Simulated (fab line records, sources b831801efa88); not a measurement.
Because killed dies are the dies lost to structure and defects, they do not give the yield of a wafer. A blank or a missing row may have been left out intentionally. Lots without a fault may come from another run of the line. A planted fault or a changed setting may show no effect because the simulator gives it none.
fab line records ; flow gf180mcu ; part 1 of 2: steps 1 to 25 of 34
record lots=5; wafers=15; last_day=34
route steps=602 shown NWELL@43 LVPWELL@54 MVSD@66
lots untouched by any fault: they come from a run of this same line in which no faults occurred
start_h: start of the lot's first displayed wafer, in hours after the record's first day ; wait_h: time in hours since the lot's previous step ; " identical to the entry in the row above ; L1.1+2: several wafers, shown together as one row ; - either no value or no given start ; * or withheld: withheld ; < > ~ a bound
route shown NAME@n: a module of which the file shows steps, and the number in the route of the first ; usual: average and standard deviation across the fault-free wafers ; same: alike in all rows ; chamber/n: place in a boat ; sites: per-site readings ; _std_site: standard deviation of those values ; _edge_site: inner sites' mean taken away from outer sites' mean ; radius_mm: how far each site lies from the wafer's centre ; mask NAME#n: copy n ; behind: tool/chamber where the wafer was last shaped ; hold: reason for holding the lot/hours on hold/outcome of the hold ; device: the n, p or np transistor that did not switch ; end of line: tests run on the same wafers once the route is complete ; for a step that has no rows: nothing shown but its recipe ; killed: the dies lost at the first sort to structure and to defects; this is not the yield of the wafer ; map: the dies of a wafer, with x for killed, . for not killed, _ for no die there
set.NAME: the setting the step ran with; set.NAME@STEP: the setting that earlier step ran with ; model.NAME: the simulator's own value behind a step, which no gauge read
certain route steps with their lots: each step a table, each wafer a row
services: from which hour (start_h, from the record's first day; less than 0 if before it) a tool's chamber was out of use, for how many hours, and why
## steps
# step GF_NWELL_HMDS_01
# recipe prime_time_s=60; prime_temp_c=120
# usual chill_plate_temp_C=23.00/0.12
lot.wafer;tool;chamber;start_h;wait_h;chill_plate_temp_C
L077.3;litho_track-04;0;64.97;0.1;23.07
L077.5;litho_track-04;0;64.97;0.1;22.96
L077.6;litho_track-04;0;64.97;0.1;23.02
L082.1;litho_track-01;0;92.35;0.1;22.91
L082.2;litho_track-01;0;92.35;0.1;23.04
L082.6;litho_track-01;0;92.35;0.1;23.00
L089.2;litho_track-01;0;131.02;0.1;23.23
L089.3;litho_track-01;0;131.02;0.1;23.06
L089.6;litho_track-01;0;131.02;0.1;23.10
L094.1;litho_track-04;0;158.36;0.1;23.09
L094.2;litho_track-04;0;158.36;0.1;23.04
L094.5;litho_track-04;0;158.36;0.1;23.03
L095.2;litho_track-04;0;162.34;0.1;23.12
L095.4;litho_track-04;0;162.34;0.1;22.97
L095.5;litho_track-04;0;162.34;0.1;23.08
# step GF_NWELL_COAT_02
# recipe spin_rpm=2036; resist_thk_nm=3000
# usual chill_plate_temp_C=23.00/0.095; spin_speed_rpm=2036.1/1
lot.wafer;tool;chamber;start_h;wait_h;chill_plate_temp_C;spin_speed_rpm
L077.3;litho_track-04;0;65.12;0.1;22.76;2036.7
L077.5;litho_track-04;0;65.12;0.1;22.99;2037.7
L077.6;litho_track-04;0;65.12;0.1;23.01;2034.9
L082.1;litho_track-01;0;92.50;0.1;23.14;2038.3
L082.2;litho_track-01;0;92.50;0.1;23.05;2036.2
L082.6;litho_track-01;0;92.50;0.1;23.17;2036.6
L089.2;litho_track-01;0;131.17;0.1;22.98;2035.4
L089.3;litho_track-01;0;131.17;0.1;23.06;2035.6
L089.6;litho_track-01;0;131.17;0.1;22.90;2036.2
L094.1;litho_track-04;0;158.51;0.1;23.20;2036.3
L094.2;litho_track-04;0;158.51;0.1;23.05;2035.2
L094.5;litho_track-04;0;158.51;0.1;23.18;2035.3
L095.2;litho_track-04;0;162.49;0.1;23.11;2037.3
L095.4;litho_track-04;0;162.49;0.1;22.94;2037.2
L095.5;litho_track-04;0;162.49;0.1;23.07;2038.8
# step GF_NWELL_SOFTBAKE_03
# recipe temp_c=110; time_s=withheld
# usual chill_plate_temp_C=23.00/0.095
lot.wafer;tool;chamber;start_h;wait_h;chill_plate_temp_C
L077.3;litho_track-04;0;65.28;0.1;23.04
L077.5;litho_track-04;0;65.28;0.1;22.98
L077.6;litho_track-04;0;65.28;0.1;23.06
L082.1;litho_track-01;0;92.65;0.1;22.88
L082.2;litho_track-01;0;92.65;0.1;23.03
L082.6;litho_track-01;0;92.65;0.1;22.93
L089.2;litho_track-01;0;131.33;0.1;22.83
L089.3;litho_track-01;0;131.33;0.1;22.88
L089.6;litho_track-01;0;131.33;0.1;22.95
L094.1;litho_track-04;0;158.66;0.1;23.07
L094.2;litho_track-04;0;158.66;0.1;22.92
L094.5;litho_track-04;0;158.66;0.1;23.07
L095.2;litho_track-04;0;162.65;0.1;23.10
L095.4;litho_track-04;0;162.65;0.1;23.21
L095.5;litho_track-04;0;162.65;0.1;23.01
# step GF_NWELL_EXPOSE_04
# recipe mask_id=Nwell; target_cd_nm=860; na=0.6; source_shape=conventional; sigma_outer=0.6; dose_mj=260
# same sigma_outer=0.6
lot.wafer;tool;chamber;start_h;wait_h;mask
L077.3+5+6;iline_stepper-01;0;-;-;Nwell#0
L082.1+2+6;iline_stepper-02;0;-;-;Nwell#0
L089.2+3+6;iline_stepper-02;0;-;-;Nwell#0
L094.1+2+5;iline_stepper-02;0;-;-;Nwell#0
L095.2+4+5;iline_stepper-02;0;-;-;Nwell#0
# step GF_NWELL_PEB_05
# recipe temp_c=115; time_s=withheld
# usual chill_plate_temp_C=23.02/0.1
lot.wafer;tool;chamber;start_h;wait_h;chill_plate_temp_C
L077.3;litho_track-04;0;-;-;23.06
L077.5;litho_track-04;0;-;-;22.82
L077.6;litho_track-04;0;-;-;23.04
L082.1;litho_track-04;0;-;-;23.05
L082.2;litho_track-04;0;-;-;23.09
L082.6;litho_track-04;0;-;-;23.00
L089.2;litho_track-04;0;-;-;23.16
L089.3;litho_track-04;0;-;-;23.15
L089.6;litho_track-04;0;-;-;22.91
L094.1;litho_track-04;0;-;-;23.02
L094.2;litho_track-04;0;-;-;23.02
L094.5;litho_track-04;0;-;-;22.94
L095.2;litho_track-04;0;-;-;22.94
L095.4;litho_track-04;0;-;-;22.86
L095.5;litho_track-04;0;-;-;22.98
# step GF_NWELL_DEVELOP_06
# recipe wall_angle_deg=90; develop_time_s=60; dev_temp_c=23
# usual chill_plate_temp_C=23.03/0.097
lot.wafer;tool;chamber;start_h;wait_h;chill_plate_temp_C
L077.3;litho_track-04;0;-;-;23.07
L077.5;litho_track-04;0;-;-;23.16
L077.6;litho_track-04;0;-;-;22.97
L082.1;litho_track-04;0;-;-;22.90
L082.2;litho_track-04;0;-;-;23.03
L082.6;litho_track-04;0;-;-;23.04
L089.2;litho_track-04;0;-;-;22.97
L089.3;litho_track-04;0;-;-;23.11
L089.6;litho_track-04;0;-;-;22.97
L094.1;litho_track-04;0;-;-;23.10
L094.2;litho_track-04;0;-;-;22.94
L094.5;litho_track-04;0;-;-;23.03
L095.2;litho_track-04;0;-;-;22.97
L095.4;litho_track-04;0;-;-;23.07
L095.5;litho_track-04;0;-;-;23.02
# step GF_NWELL_OVL_MEAS_07
# usual NWELL_OVL=-1.0/1.4
lot.wafer;tool;chamber;start_h;wait_h;NWELL_OVL[nm]
L077.3;overlay-01;-;71.48;-;0.6
L077.5;overlay-01;-;71.48;-;-1.1
L077.6;overlay-01;-;71.48;-;-0.6
L082.1;overlay-02;-;100.01;-;0.4
L082.2;overlay-02;-;100.01;-;0.4
L082.6;overlay-02;-;100.01;-;-0.6
L089.2;overlay-02;-;139.12;-;-1.1
L089.3;overlay-02;-;139.12;-;-1.5
L089.6;overlay-02;-;139.12;-;-1.0
L094.1;overlay-02;-;166.81;-;-3.4
L094.2;overlay-02;-;166.81;-;-2.7
L094.5;overlay-02;-;166.81;-;-2.1
L095.2;overlay-02;-;170.97;-;-1.4
L095.4;overlay-02;-;170.97;-;-2.2
L095.5;overlay-02;-;170.97;-;-3.3
# step GF_NWELL_IMPLANT_08
# recipe species=P; energy_kev=450; dose_cm2=1.5e+13; tilt_deg=0
# usual beam_on_s=9.99/0.2
lot.wafer;tool;chamber;start_h;wait_h;beam_on_s
L077.3;implanter-03;0;71.55;0.1;10.00
L077.5;implanter-03;0;71.55;0.1;9.90
L077.6;implanter-03;0;71.55;0.1;10.10
L082.1;implanter-01;0;100.05;0.0;9.74
L082.2;implanter-01;0;100.05;0.0;9.94
L082.6;implanter-01;0;100.05;0.0;10.16
L089.2;implanter-01;0;139.18;0.0;10.05
L089.3;implanter-01;0;139.18;0.0;9.75
L089.6;implanter-01;0;139.18;0.0;10.09
L094.1;implanter-01;0;166.85;0.0;10.08
L094.2;implanter-01;0;166.85;0.0;10.21
L094.5;implanter-01;0;166.85;0.0;9.78
L095.2;implanter-01;0;171.02;0.0;9.80
L095.4;implanter-01;0;171.02;0.0;10.01
L095.5;implanter-01;0;171.02;0.0;9.97
# step GF_NWELL_IMPLANT_09
# recipe species=P; energy_kev=160; dose_cm2=4e+12; tilt_deg=0
# usual beam_on_s=9.99/0.18
lot.wafer;tool;chamber;start_h;wait_h;beam_on_s
L077.3;implanter-03;0;71.70;0.1;9.76
L077.5;implanter-03;0;71.70;0.1;10.25
L077.6;implanter-03;0;71.70;0.1;10.00
L082.1;implanter-01;0;100.20;0.1;9.87
L082.2;implanter-01;0;100.20;0.1;10.37
L082.6;implanter-01;0;100.20;0.1;9.65
L089.2;implanter-01;0;139.33;0.1;10.20
L089.3;implanter-01;0;139.33;0.1;10.17
L089.6;implanter-01;0;139.33;0.1;10.43
L094.1;implanter-01;0;167.00;0.1;9.81
L094.2;implanter-01;0;167.00;0.1;9.89
L094.5;implanter-01;0;167.00;0.1;9.97
L095.2;implanter-01;0;171.17;0.1;10.14
L095.4;implanter-01;0;171.17;0.1;10.20
L095.5;implanter-01;0;171.17;0.1;9.86
# step GF_NWELL_STRIP_10
# recipe chemistry=O2/N2; power_w=1400; pressure_mtorr=1500; platen_temp_c=250; o2_flow_sccm=3000; n2_flow_sccm=300; overash_fraction=0.5
# usual drypump_motor_current_A=5.8/0.32; heater_power_w=353/43; n2_flow_sccm=300.1/0.93; oes_product_au=0.723/0.0046; platen_temp_c=249.98/0.2; strip_time_to_endpoint_s=36.73/0.096
# same overash_fraction=0.5
lot.wafer;tool;chamber;start_h;wait_h;drypump_motor_current_A;heater_power_w;n2_flow_sccm;oes_product_au;platen_temp_c;rf_hours_counter_h;strip_time_to_endpoint_s
L077.3;plasma_asher-02;1;71.83;0.1;5.6;295;299.3;0.721;249.83;-;36.86
L077.5;plasma_asher-02;0;71.83;0.1;5.5;337;300.8;0.717;250.15;-;36.77
L077.6;plasma_asher-02;1;71.83;0.1;5.6;297;300.7;0.721;249.75;-;36.66
L082.1;plasma_asher-01;0;100.35;0.1;6.4;414;299.7;0.720;249.97;43;36.72
L082.2;plasma_asher-01;1;100.35;0.1;5.9;357;300.1;0.721;250.05;43;36.66
L082.6;plasma_asher-01;1;100.35;0.1;5.9;353;300.0;0.729;249.89;-;36.63
L089.2;plasma_asher-01;1;139.45;0.1;5.9;350;300.7;0.719;249.71;48;36.77
L089.3;plasma_asher-01;0;139.45;0.1;6.4;419;300.0;0.725;250.25;-;36.80
L089.6;plasma_asher-01;0;139.45;0.1;6.3;412;297.9;0.721;250.07;-;36.89
L094.1;plasma_asher-02;1;167.15;0.1;5.6;288;299.7;0.722;250.13;40;36.71
L094.2;plasma_asher-02;0;167.15;0.1;5.5;322;299.7;0.720;249.72;40;36.83
L094.5;plasma_asher-02;0;167.15;0.1;5.5;329;298.6;0.727;249.76;-;36.94
L095.2;plasma_asher-02;1;171.30;0.1;5.6;295;299.9;0.727;250.02;40;36.73
L095.4;plasma_asher-02;1;171.30;0.1;5.6;292;299.6;0.721;249.96;-;36.90
L095.5;plasma_asher-02;0;171.30;0.1;5.5;329;300.0;0.726;249.85;-;36.94
# step GF_NWELL_TW_MEAS_11
# usual NWELL_TW=1570/11
lot.wafer;tool;chamber;start_h;wait_h;NWELL_TW
L077.3;film_metro-02;-;71.92;0.1;1583
L077.5;film_metro-02;-;71.92;0.1;1593
L077.6;film_metro-02;-;71.92;0.1;1588
L082.1;film_metro-02;-;100.45;0.1;1584
L082.2;film_metro-02;-;100.45;0.1;1573
L082.6;film_metro-02;-;100.45;0.1;1568
L089.2;film_metro-04;-;139.60;0.1;1565
L089.3;film_metro-04;-;139.60;0.1;1560
L089.6;film_metro-04;-;139.60;0.1;1566
L094.1;film_metro-04;-;167.25;0.1;1551
L094.2;film_metro-04;-;167.25;0.1;1547
L094.5;film_metro-04;-;167.25;0.1;1552
L095.2;film_metro-02;-;171.41;0.1;1583
L095.4;film_metro-02;-;171.41;0.1;1573
L095.5;film_metro-02;-;171.41;0.1;1582
# step GF_LVPWELL_DEHYDRATE_00
# recipe temp_c=200; time_s=60
# usual chill_plate_temp_C=22.99/0.12
lot.wafer;tool;chamber;start_h;wait_h;chill_plate_temp_C
L077.3;litho_track-04;0;78.72;6.8;22.99
L077.5;litho_track-04;0;78.72;6.8;23.14
L077.6;litho_track-04;0;78.72;6.8;22.89
L082.1;litho_track-03;0;107.01;6.5;22.89
L082.2;litho_track-03;0;107.01;6.5;22.95
L082.6;litho_track-03;0;107.01;6.5;22.78
L089.2;litho_track-04;0;146.94;7.3;22.83
L089.3;litho_track-04;0;146.94;7.3;22.89
L089.6;litho_track-04;0;146.94;7.3;22.90
L094.1;litho_track-03;0;175.16;7.9;22.87
L094.2;litho_track-03;0;175.16;7.9;22.90
L094.5;litho_track-03;0;175.16;7.9;23.04
L095.2;litho_track-01;0;178.87;7.5;22.99
L095.4;litho_track-01;0;178.87;7.5;23.00
L095.5;litho_track-01;0;178.87;7.5;23.04
# step GF_LVPWELL_HMDS_01
# recipe prime_time_s=60; prime_temp_c=120
# usual chill_plate_temp_C=23.00/0.1
lot.wafer;tool;chamber;start_h;wait_h;chill_plate_temp_C
L077.3;litho_track-04;0;78.87;0.1;22.95
L077.5;litho_track-04;0;78.87;0.1;23.16
L077.6;litho_track-04;0;78.87;0.1;22.99
L082.1;litho_track-03;0;107.16;0.1;23.08
L082.2;litho_track-03;0;107.16;0.1;22.85
L082.6;litho_track-03;0;107.16;0.1;23.04
L089.2;litho_track-04;0;147.09;0.1;23.01
L089.3;litho_track-04;0;147.09;0.1;23.03
L089.6;litho_track-04;0;147.09;0.1;22.94
L094.1;litho_track-03;0;175.31;0.1;22.88
L094.2;litho_track-03;0;175.31;0.1;22.86
L094.5;litho_track-03;0;175.31;0.1;22.87
L095.2;litho_track-01;0;179.02;0.1;23.01
L095.4;litho_track-01;0;179.02;0.1;22.96
L095.5;litho_track-01;0;179.02;0.1;22.90
# step GF_LVPWELL_COAT_02
# recipe spin_rpm=2000; resist_thk_nm=3000
# usual chill_plate_temp_C=23.02/0.096; spin_speed_rpm=2000.0/1.1
lot.wafer;tool;chamber;start_h;wait_h;chill_plate_temp_C;spin_speed_rpm
L077.3;litho_track-04;0;79.02;0.1;23.10;2000.0
L077.5;litho_track-04;0;79.02;0.1;22.97;1998.5
L077.6;litho_track-04;0;79.02;0.1;22.96;2001.0
L082.1;litho_track-03;0;107.31;0.1;22.96;2001.3
L082.2;litho_track-03;0;107.31;0.1;22.92;2001.3
L082.6;litho_track-03;0;107.31;0.1;23.04;2000.2
L089.2;litho_track-04;0;147.24;0.1;23.09;2000.4
L089.3;litho_track-04;0;147.24;0.1;23.16;1999.6
L089.6;litho_track-04;0;147.24;0.1;23.19;2000.3
L094.1;litho_track-03;0;175.46;0.1;23.06;2001.0
L094.2;litho_track-03;0;175.46;0.1;23.04;2000.7
L094.5;litho_track-03;0;175.46;0.1;22.90;1999.9
L095.2;litho_track-01;0;179.17;0.1;22.90;1999.7
L095.4;litho_track-01;0;179.17;0.1;22.89;1998.4
L095.5;litho_track-01;0;179.17;0.1;23.26;1998.6
# step GF_LVPWELL_SOFTBAKE_03
# recipe temp_c=110; time_s=withheld
# usual chill_plate_temp_C=22.99/0.1
lot.wafer;tool;chamber;start_h;wait_h;chill_plate_temp_C
L077.3;litho_track-04;0;79.18;0.1;22.95
L077.5;litho_track-04;0;79.18;0.1;22.82
L077.6;litho_track-04;0;79.18;0.1;22.86
L082.1;litho_track-03;0;107.46;0.1;22.87
L082.2;litho_track-03;0;107.46;0.1;22.85
L082.6;litho_track-03;0;107.46;0.1;22.88
L089.2;litho_track-04;0;147.40;0.1;22.93
L089.3;litho_track-04;0;147.40;0.1;22.98
L089.6;litho_track-04;0;147.40;0.1;23.08
L094.1;litho_track-03;0;175.61;0.1;22.87
L094.2;litho_track-03;0;175.61;0.1;23.14
L094.5;litho_track-03;0;175.61;0.1;22.95
L095.2;litho_track-01;0;179.33;0.1;23.08
L095.4;litho_track-01;0;179.33;0.1;23.01
L095.5;litho_track-01;0;179.33;0.1;23.03
# step GF_LVPWELL_EXPOSE_04
# recipe mask_id=LVPWELL; target_cd_nm=600; na=0.6; source_shape=conventional; sigma_outer=0.6; dose_mj=260
# same sigma_outer=0.6
lot.wafer;tool;chamber;start_h;wait_h;mask
L077.3+5+6;iline_stepper-01;0;-;-;LVPWELL#0
L082.1+2+6;iline_stepper-02;0;-;-;LVPWELL#0
L089.2+3+6;iline_stepper-01;0;-;-;LVPWELL#0
L094.1+2+5;iline_stepper-01;0;-;-;LVPWELL#0
L095.2+4+5;iline_stepper-01;0;-;-;LVPWELL#0
# step GF_LVPWELL_PEB_05
# recipe temp_c=115; time_s=withheld
# usual chill_plate_temp_C=23.02/0.092
lot.wafer;tool;chamber;start_h;wait_h;chill_plate_temp_C
L077.3;litho_track-03;0;-;-;22.94
L077.5;litho_track-03;0;-;-;23.12
L077.6;litho_track-03;0;-;-;23.14
L082.1;litho_track-01;0;-;-;23.02
L082.2;litho_track-01;0;-;-;22.86
L082.6;litho_track-01;0;-;-;23.16
L089.2;litho_track-03;0;-;-;22.98
L089.3;litho_track-03;0;-;-;22.94
L089.6;litho_track-03;0;-;-;22.98
L094.1;litho_track-01;0;-;-;22.99
L094.2;litho_track-01;0;-;-;22.99
L094.5;litho_track-01;0;-;-;22.95
L095.2;litho_track-03;0;-;-;23.08
L095.4;litho_track-03;0;-;-;23.07
L095.5;litho_track-03;0;-;-;23.12
# step GF_LVPWELL_DEVELOP_06
# recipe wall_angle_deg=90; develop_time_s=60; dev_temp_c=23
# usual chill_plate_temp_C=22.98/0.099
lot.wafer;tool;chamber;start_h;wait_h;chill_plate_temp_C
L077.3;litho_track-03;0;-;-;23.06
L077.5;litho_track-03;0;-;-;23.07
L077.6;litho_track-03;0;-;-;23.01
L082.1;litho_track-01;0;-;-;23.11
L082.2;litho_track-01;0;-;-;23.08
L082.6;litho_track-01;0;-;-;23.01
L089.2;litho_track-03;0;-;-;23.02
L089.3;litho_track-03;0;-;-;22.93
L089.6;litho_track-03;0;-;-;23.02
L094.1;litho_track-01;0;-;-;22.93
L094.2;litho_track-01;0;-;-;23.03
L094.5;litho_track-01;0;-;-;23.02
L095.2;litho_track-03;0;-;-;22.93
L095.4;litho_track-03;0;-;-;22.92
L095.5;litho_track-03;0;-;-;23.07
# step GF_LVPWELL_OVL_MEAS_07
# usual LVPWELL_OVL=-0.4/1.4
lot.wafer;tool;chamber;start_h;wait_h;LVPWELL_OVL[nm]
L077.3;overlay-01;-;85.37;-;-0.9
L077.5;overlay-01;-;85.37;-;-1.3
L077.6;overlay-01;-;85.37;-;-1.0
L082.1;overlay-02;-;114.80;-;-0.8
L082.2;overlay-02;-;114.80;-;1.7
L082.6;overlay-02;-;114.80;-;-1.2
L089.2;overlay-02;-;155.01;-;0.0
L089.3;overlay-02;-;155.01;-;1.0
L089.6;overlay-02;-;155.01;-;0.4
L094.1;overlay-02;-;184.10;-;-3.9
L094.2;overlay-02;-;184.10;-;-2.3
L094.5;overlay-02;-;184.10;-;-2.3
L095.2;overlay-02;-;187.66;-;-0.6
L095.4;overlay-02;-;187.66;-;-1.5
L095.5;overlay-02;-;187.66;-;-1.7
# step GF_LVPWELL_IMPLANT_08
# recipe species=B; energy_kev=170; dose_cm2=1.5e+13; tilt_deg=0
# usual beam_on_s=10.02/0.21
lot.wafer;tool;chamber;start_h;wait_h;beam_on_s
L077.3;implanter-02;0;85.44;0.1;10.03
L077.5;implanter-02;0;85.44;0.1;10.19
L077.6;implanter-02;0;85.44;0.1;9.80
L082.1;implanter-02;0;114.84;0.0;9.76
L082.2;implanter-02;0;114.84;0.0;9.76
L082.6;implanter-02;0;114.84;0.0;10.20
L089.2;implanter-02;0;155.07;0.0;9.91
L089.3;implanter-02;0;155.07;0.0;10.28
L089.6;implanter-02;0;155.07;0.0;10.35
L094.1;implanter-02;0;184.13;0.0;9.91
L094.2;implanter-02;0;184.13;0.0;9.79
L094.5;implanter-02;0;184.13;0.0;10.18
L095.2;implanter-03;0;187.72;0.0;10.27
L095.4;implanter-03;0;187.72;0.0;10.15
L095.5;implanter-03;0;187.72;0.0;9.99
# step GF_LVPWELL_IMPLANT_09
# recipe species=B; energy_kev=60; dose_cm2=5e+12; tilt_deg=0
# usual beam_on_s=10.00/0.21
lot.wafer;tool;chamber;start_h;wait_h;beam_on_s
L077.3;implanter-02;0;85.59;0.1;9.65
L077.5;implanter-02;0;85.59;0.1;10.27
L077.6;implanter-02;0;85.59;0.1;10.09
L082.1;implanter-02;0;114.99;0.1;10.21
L082.2;implanter-02;0;114.99;0.1;10.34
L082.6;implanter-02;0;114.99;0.1;9.79
L089.2;implanter-02;0;155.22;0.1;10.07
L089.3;implanter-02;0;155.22;0.1;9.96
L089.6;implanter-02;0;155.22;0.1;10.31
L094.1;implanter-02;0;184.28;0.1;9.92
L094.2;implanter-02;0;184.28;0.1;10.24
L094.5;implanter-02;0;184.28;0.1;9.87
L095.2;implanter-03;0;187.87;0.1;9.89
L095.4;implanter-03;0;187.87;0.1;10.16
L095.5;implanter-03;0;187.87;0.1;10.25
# step GF_LVPWELL_STRIP_10
# recipe chemistry=O2/N2; power_w=1400; pressure_mtorr=1500; platen_temp_c=250; o2_flow_sccm=3000; n2_flow_sccm=300; overash_fraction=0.5
# usual drypump_motor_current_A=5.74/0.28; heater_power_w=362/33; n2_flow_sccm=299.9/0.97; oes_product_au=0.722/0.0048; platen_temp_c=250.04/0.17; strip_time_to_endpoint_s=37.00/0.11
# same overash_fraction=0.5
lot.wafer;tool;chamber;start_h;wait_h;drypump_motor_current_A;heater_power_w;n2_flow_sccm;oes_product_au;platen_temp_c;rf_hours_counter_h;strip_time_to_endpoint_s
L077.3;plasma_asher-04;1;85.73;0.1;5.47;310;299.3;0.720;250.37;-;37.09
L077.5;plasma_asher-04;0;85.73;0.1;5.79;347;299.9;0.723;250.17;-;37.16
L077.6;plasma_asher-04;1;85.73;0.1;5.50;304;300.1;0.728;250.19;-;37.07
L082.1;plasma_asher-04;0;115.14;0.1;5.78;348;299.6;0.728;249.81;45;36.83
L082.2;plasma_asher-04;1;115.14;0.1;5.47;310;299.8;0.728;250.21;45;36.93
L082.6;plasma_asher-04;1;115.14;0.1;5.48;309;298.9;0.729;250.30;-;36.97
L089.2;plasma_asher-03;1;155.34;0.1;5.87;369;299.4;0.726;249.88;4;37.15
L089.3;plasma_asher-03;1;155.34;0.1;5.84;372;301.2;0.717;250.09;-;37.24
L089.6;plasma_asher-03;0;155.34;0.1;5.45;400;300.0;0.718;249.93;-;37.07
L094.1;plasma_asher-03;1;184.43;0.1;5.82;365;298.9;0.724;249.88;7;37.18
L094.2;plasma_asher-03;0;184.43;0.1;5.47;390;300.0;0.719;250.00;7;36.99
L094.5;plasma_asher-03;0;184.43;0.1;5.47;386;301.4;0.725;250.05;-;37.02
L095.2;plasma_asher-03;1;187.99;0.1;5.82;374;299.2;0.719;249.77;7;36.92
L095.4;plasma_asher-03;0;187.99;0.1;5.44;392;299.9;0.724;249.90;-;36.99
L095.5;plasma_asher-03;1;187.99;0.1;5.85;370;299.6;0.724;249.99;-;36.80
# step GF_LVPWELL_TW_MEAS_11
# usual LVPWELL_TW=558/3.5
lot.wafer;tool;chamber;start_h;wait_h;LVPWELL_TW
L077.3;film_metro-02;-;85.86;0.1;559
L077.5;film_metro-02;-;85.86;0.1;562
L077.6;film_metro-02;-;85.86;0.1;562
L082.1;film_metro-02;-;115.24;0.1;563
L082.2;film_metro-02;-;115.24;0.1;563
L082.6;film_metro-02;-;115.24;0.1;558
L089.2;film_metro-04;-;155.45;0.1;553
L089.3;film_metro-04;-;155.45;0.1;553
L089.6;film_metro-04;-;155.45;0.1;554
L094.1;film_metro-02;-;184.53;0.1;560
L094.2;film_metro-02;-;184.53;0.1;562
L094.5;film_metro-02;-;184.53;0.1;559
L095.2;film_metro-04;-;188.10;0.1;557
L095.4;film_metro-04;-;188.10;0.1;557
L095.5;film_metro-04;-;188.10;0.1;558
# step GF_MVSD_DEHYDRATE_00
# recipe temp_c=200; time_s=60
# usual chill_plate_temp_C=22.99/0.11
lot.wafer;tool;chamber;start_h;wait_h;chill_plate_temp_C
L077.3;litho_track-04;0;92.41;6.5;23.22
L077.5;litho_track-04;0;92.41;6.5;23.20
L077.6;litho_track-04;0;92.41;6.5;23.05
L082.1;litho_track-03;0;121.81;6.6;22.91
L082.2;litho_track-03;0;121.81;6.6;22.90
L082.6;litho_track-03;0;121.81;6.6;22.78
L089.2;litho_track-03;0;163.33;7.9;23.00
L089.3;litho_track-03;0;163.33;7.9;23.01
L089.6;litho_track-03;0;163.33;7.9;23.14
L094.1;litho_track-04;0;192.21;7.7;22.98
L094.2;litho_track-04;0;192.21;7.7;22.98
L094.5;litho_track-04;0;192.21;7.7;22.91
L095.2;litho_track-04;0;196.34;8.2;23.10
L095.4;litho_track-04;0;196.34;8.2;23.07
L095.5;litho_track-04;0;196.34;8.2;23.04
# step GF_MVSD_HMDS_01
# recipe prime_time_s=60; prime_temp_c=120
# usual chill_plate_temp_C=23.00/0.11
lot.wafer;tool;chamber;start_h;wait_h;chill_plate_temp_C
L077.3;litho_track-04;0;92.56;0.1;23.03
L077.5;litho_track-04;0;92.56;0.1;23.06
L077.6;litho_track-04;0;92.56;0.1;22.97
L082.1;litho_track-03;0;121.96;0.1;23.25
L082.2;litho_track-03;0;121.96;0.1;23.10
L082.6;litho_track-03;0;121.96;0.1;23.12
L089.2;litho_track-03;0;163.48;0.1;23.05
L089.3;litho_track-03;0;163.48;0.1;23.14
L089.6;litho_track-03;0;163.48;0.1;23.06
L094.1;litho_track-04;0;192.36;0.1;23.04
L094.2;litho_track-04;0;192.36;0.1;23.12
L094.5;litho_track-04;0;192.36;0.1;23.05
L095.2;litho_track-04;0;196.49;0.1;23.00
L095.4;litho_track-04;0;196.49;0.1;22.96
L095.5;litho_track-04;0;196.49;0.1;22.94
